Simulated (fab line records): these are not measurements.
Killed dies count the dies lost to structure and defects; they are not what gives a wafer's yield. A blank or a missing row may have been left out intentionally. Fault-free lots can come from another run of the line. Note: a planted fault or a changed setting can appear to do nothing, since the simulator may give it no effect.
Matching of chambers | flow sky130 | SKY_CONTACT_ETCH_17 on rieDiel-03: 4 sister chambers
The step etches SiO2 in C4F8/O2/Ar, stops on Si3N4, target depth 340 nm. 8 wafers are shown with their chamber, then 7 later ones without.

== WAFERS WITH THEIR CHAMBER ==
wafer  | chamber | biasW (W) | oesProductAu (a.u.)
L233.2 | 0       | 1195      | 0.889
L234.3 | 2       | 1202      | 0.891
L234.5 | 3       | 1201      | 0.889
L235.1 | 1       | 1203      | 0.886
L235.4 | 3       | 1202      | 0.896
L235.5 | 0       | 1201      | 0.894
L236.2 | 1       | 1200      | 0.876
L236.5 | 2       | 1201      | 0.892

== WAFERS WITH NO CHAMBER GIVEN ==
wafer  | biasW (W) | oesProductAu (a.u.)
L236.6 | 1198      | 0.894
L241.1 | 1201      | 0.889
L241.2 | 1198      | 0.893
L241.3 | 1203      | 0.890
L247.1 | 1199      | 0.895
L247.4 | 1201      | 0.885
L247.6 | 1201      | 0.895

== WHICH CHAMBER EACH ONE RAN IN ==
wafer  | from the rows above               | in truth
L236.6 | can't be placed: 0 or 3 or 2      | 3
L241.1 | can't be placed: 2 or 3 or 0 or 1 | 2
L241.2 | can't be placed: 0 or 3 or 2      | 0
L241.3 | can't be placed: 2 or 3 or 1 or 0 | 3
L247.1 | can't be placed: 0 or 3 or 2      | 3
L247.4 | can't be placed: 1 or 2 or 3 or 0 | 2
L247.6 | can't be placed: 3 or 2 or 0      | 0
Placed correctly: 0 of 7. Unplaceable from these rows: 7, with the true chamber sitting among the candidates in 7. Wrongly placed: 0.
How it was worked out, from the rows above alone: a wafer's distance from a chamber is the root of the sum, over the readings, of the square of ((its reading less the chamber's mean) divided by the reading's scatter). The wafer belongs to the nearest chamber; if the next one is less than 2 further off, it can't be placed. For every chamber, the mean is computed from those of its wafers that are shown. The scatter is the square root of a quotient: the sum, over the shown wafers, of each reading's squared deviation from its chamber's mean, divided by wafers minus chambers.
